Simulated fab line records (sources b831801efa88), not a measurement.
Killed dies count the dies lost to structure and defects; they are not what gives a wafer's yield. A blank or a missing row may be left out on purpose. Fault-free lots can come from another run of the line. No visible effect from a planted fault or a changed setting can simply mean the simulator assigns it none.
Comparing a struck lot with a sound one || flow sky130 || 43 steps out of a route of 708
Sound: these wafers, L522.1, L522.2, L522.5. Struck: wafers L535.2, L535.3, L535.5. At the end, the cause is stated.
Order at every step that has rows: each side's tool, ch and its chambers, its first start. Under that, the readings that differ: sound wafers || struck wafers || difference of the means || sigmas: that difference in standard deviations of wafers without a fault.
alike: a reading whose means differ by less than 2 such deviations, as well as words and numbers matching on both sides. not compared: withheld readings; readings where some wafer has no value; bounds like >300 that might hide an equal value; numbers whose values overlap and for which the record gives no deviation.
The two part at a step that has a row with sigmas, a row that says differs or no value, or rows on one side only. Numbers that have no deviation but don't overlap get no sigmas and don't part them. A reading missing from all wafers of one side parts the sides only when that side holds two or more wafers.

first, 4 steps without rows for these wafers: SKY_LI_CONTACT_SOFTBAKE_08 (time 90 s); SKY_LI_CONTACT_EXPOSE_09 (exposes mask LICM1, target cd 170 nm); SKY_LI_CONTACT_PEB_10; SKY_LI_CONTACT_DEVELOP_11 (develop time 60 s).
SKY_LI_CONTACT_CD_MEAS_12: the cd target is 170 nm.
  sound on cd sem-02, day 30 08:56; struck on cd sem-02, day 34 16:26
  alike: cd nm
SKY_LI_CONTACT_OVL_MEAS_13:
  sound on overlay-02, day 30 09:03; struck on overlay-02, day 34 16:32
  alike: LI_CONTACT_OVL
then, 1 step without rows for these wafers: SKY_LI_CONTACT_ETCH_14 (etches BARC in N2/H2, stops on SiO2, time 45.9 s, target depth 60 nm).
SKY_LI_CONTACT_ETCH_15: etches PSG in C4F8/O2/Ar, stops on Si, target depth 600 nm.
  sound on rie diel-04 ch 0,1,3, day 30 09:08; struck on rie diel-03 ch 0,1, day 34 16:37
  alike: oes product au
then, 4 steps without rows for these wafers: SKY_LI_CONTACT_STRIP_16 (strips in O2/N2); SKY_LI_CONTACT_CLEAN_17 (cleans in NMP, time 600 s); SKY_LI_CONTACT_PRE_CLEAN_18 (time 5.6 s); SKY_LI_CONTACT_SPUTTER_19 (material Ti, target thk 20 nm, time 106.37 s).
SKY_LI_CONTACT_SPUTTER_20: material TiN, target thk 20 nm, time 80 s.
  sound on pvd sputter-02, day 30 09:37; struck on pvd sputter-04, day 34 17:04
  alike: cathode dc power W, throttle valve pct
SKY_LI_CONTACT_CVD_21: deposits W, target thk 400 nm, time 120.56 s.
  sound on cvd w-01 ch 0,1, day 30 09:41; struck on cvd w-02 ch 0,1, day 34 17:08
  alike: heater power w
SKY_LI_CONTACT_RS_MEAS_22: measurement is done with a four-point probe.
  sound on film metro-01, day 30 09:48; struck on film metro-03, day 34 17:16
  alike: LI_CONTACT_W_RS
SKY_LI_CONTACT_THK_MEAS_23: measures by xrf.
  sound on film metro-01, day 30 09:55; struck on film metro-03, day 34 17:23
  alike: LI_CONTACT_W_THK
then, 1 step without rows for these wafers: SKY_LI_CONTACT_CMP_24 (polishes, stops on PSG, t overpolish 20 s, target thk 0 nm).
SKY_LOCAL_INTERCONNECT_SPUTTER_00: material TiN, target thk 100 nm, time 83.3 s.
  sound on pvd sputter-04, day 30 10:17; struck on pvd sputter-01, day 34 17:44
  alike: cathode dc power W, throttle valve pct
SKY_LOCAL_INTERCONNECT_RS_MEAS_01: measurement is done with a four-point probe.
  sound on film metro-03, day 30 10:21; struck on film metro-04, day 34 17:49
  alike: LOCAL_INTERCONNECT_TIN_RS
SKY_LOCAL_INTERCONNECT_THK_MEAS_02: measures by xrf.
  sound on film metro-03, day 30 10:28; struck on film metro-04, day 34 17:56
  alike: LOCAL_INTERCONNECT_TIN_THK
then, 8 steps without rows for these wafers: SKY_LOCAL_INTERCONNECT_DEHYDRATE_03 (time 60 s); SKY_LOCAL_INTERCONNECT_HMDS_04 (prime time 60 s); SKY_LOCAL_INTERCONNECT_COAT_05 (resist thk 60 nm); SKY_LOCAL_INTERCONNECT_COAT_06 (resist thk 450 nm); SKY_LOCAL_INTERCONNECT_SOFTBAKE_07 (time 90 s); SKY_LOCAL_INTERCONNECT_EXPOSE_08 (exposes mask LI1M, target cd 170 nm); SKY_LOCAL_INTERCONNECT_PEB_09; SKY_LOCAL_INTERCONNECT_DEVELOP_10 (develop time 60 s).
SKY_LOCAL_INTERCONNECT_CD_MEAS_11: the cd target is 170 nm.
  sound on cd sem-01, day 31 13:53; struck on cd sem-02, day 35 20:35
  alike: cd nm
SKY_LOCAL_INTERCONNECT_OVL_MEAS_12:
  sound on overlay-02, day 31 14:00; struck on overlay-01, day 35 20:41
  alike: LOCAL_INTERCONNECT_OVL
SKY_LOCAL_INTERCONNECT_ETCH_13: etches BARC in N2/H2, stops on SiO2, time 45.9 s, target depth 60 nm.
  sound on rie metal-04 ch 0,1, day 31 14:02; struck on rie metal-02 ch 0,1, day 35 20:43
  alike: drypump motor current A, oes product au, throttle valve pct
  not compared: rf hours counter h
then, 5 steps without rows for these wafers: SKY_LOCAL_INTERCONNECT_METAL_ETCH_14 (etches TiN in Cl2/BCl3, stops on PSG, target depth 110 nm, time 31.4 s); SKY_LOCAL_INTERCONNECT_STRIP_15 (strips in O2/N2); SKY_LOCAL_INTERCONNECT_STRIP_16 (strips in post etch residue remover, time 1200 s); SKY_LOCAL_INTERCONNECT_CLEAN_17 (cleans in IPA, time 180 s); SKY_LOCAL_INTERCONNECT_CLEAN_18 (cleans in O3/DIW).
SKY_CONTACT_CVD_00: deposits Si3N4, target thk 75 nm.
  sound on pecvd-01 ch 0,2, day 31 14:45; struck on pecvd-04 ch 0,1,2, day 35 21:26
{"reading": "heater power w (W)", "sound": "623 1131 1108", "struck": "725 642 544", "difference": -317, "sigmas": -3}
SKY_CONTACT_THK_MEAS_01:
  sound on film metro-04, day 31 14:47; struck on film metro-03, day 35 21:28
  alike: CONTACT_CVD_00_THK
then, 1 step without rows for these wafers: SKY_CONTACT_HDPCVD_02 (deposits SiO2, target thk 565 nm, time 94.2 s).
SKY_CONTACT_THK_MEAS_03:
  sound on film metro-02, day 31 14:55; struck on film metro-02, day 35 21:36
  alike: CONTACT_HDPCVD_THK
then, 1 step without rows for these wafers: SKY_CONTACT_CMP_04 (polishes SiO2).
SKY_CONTACT_BOW_MEAS_05:
  sound on film metro-04, day 31 15:16; struck on film metro-02, day 35 21:58
  alike: CONTACT_BOW
-- the record jumps here: 14 days lie between the struck wafers' starts before and after (it left off in module CONTACT and takes up again in module PAD_OPEN, whose first step shown is number 708 of the route) --
SKY_PAD_OPEN_PROBE_99:
  rows exist in the record for the struck wafers here (prober-01, day 49 20:38), but not for the sound ones

## WHERE THEY PART
At SKY_CONTACT_CVD_00 first; at SKY_PAD_OPEN_PROBE_99 last (within this record only).

WHY: what the simulator had put in
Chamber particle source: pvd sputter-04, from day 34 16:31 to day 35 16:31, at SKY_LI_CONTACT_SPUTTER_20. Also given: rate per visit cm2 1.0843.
